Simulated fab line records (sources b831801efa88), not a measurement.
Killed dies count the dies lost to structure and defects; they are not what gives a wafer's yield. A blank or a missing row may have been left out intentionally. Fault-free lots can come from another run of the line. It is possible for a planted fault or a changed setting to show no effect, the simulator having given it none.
Which of the tools did it? | flow gf180mcu | 6 lots with 18 wafers sampled at 2 steps, on a route of 602 steps

## WHAT THE GAUGES READ, wafer by wafer
GF_CONTACT_RS_MEAS_25: the measuring method here is four-point-probe.
lot  | measured     | on            | CONTACT_W_RS (ohm/sq)
L661 | day 16 18:54 | film-metro-03 | 0.386 0.390 0.388
L665 | day 18 06:41 | film-metro-04 | 0.386 0.381 0.543
L673 | day 21 10:15 | film-metro-01 | 0.380 0.380 0.376
L675 | day 21 23:46 | film-metro-04 | 0.382 0.381 0.387
L677 | day 22 17:19 | film-metro-01 | 0.378 0.380 0.377
L682 | day 24 09:50 | film-metro-03 | 0.381 0.386 0.384

## EACH LOT AND THE TOOL THAT RAN IT (in order: tool; ch and the chambers of the sampled wafers; start)
lot  | GF_CONTACT_CVD_24
L661 | cvd-w-02 ch 0, day 16 18:47
L665 | cvd-w-02 ch 0,1, day 18 06:35
L673 | cvd-w-02 ch 0,1, day 21 10:09
L675 | cvd-w-02 ch 0,1, day 21 23:40
L677 | cvd-w-01 ch 1, day 22 17:13
L682 | cvd-w-02 ch 0,1, day 24 09:44
- GF_CONTACT_CVD_24: deposits W, target thk 300 nm, time 90.339 s.

## THE ANSWER, worked out from the rows above alone
Rule: usual is defined by the lots themselves. The widest of any qualifying gaps counts: lots, ordered by their means at a reading, are off when they make up no more than a third of the lots, leave a main group of 4 or more, and stand apart from it by 3 or more times the standard deviation of that group's means. A main group is skipped when, at the precision printed for the reading in the tables above, its means are all equal. A lot without any number at a reading at which 4 lots or more have one is off too. All remaining lots with rows at the step are treated as sound.
Off: L665, at GF_CONTACT_RS_MEAS_25 (CONTACT_W_RS). Main group: mean 0.382 ohm/sq, sd 0.0036.
If a tool, at a process step before that reading, ran all the lots that are off and no sound lot after the first of them, it fits. Those tools and the gauges at GF_CONTACT_RS_MEAS_25 are tried in the same way. No candidate that was tried fits.

## WHAT HAD BEEN PUT IN BY THE SIMULATOR
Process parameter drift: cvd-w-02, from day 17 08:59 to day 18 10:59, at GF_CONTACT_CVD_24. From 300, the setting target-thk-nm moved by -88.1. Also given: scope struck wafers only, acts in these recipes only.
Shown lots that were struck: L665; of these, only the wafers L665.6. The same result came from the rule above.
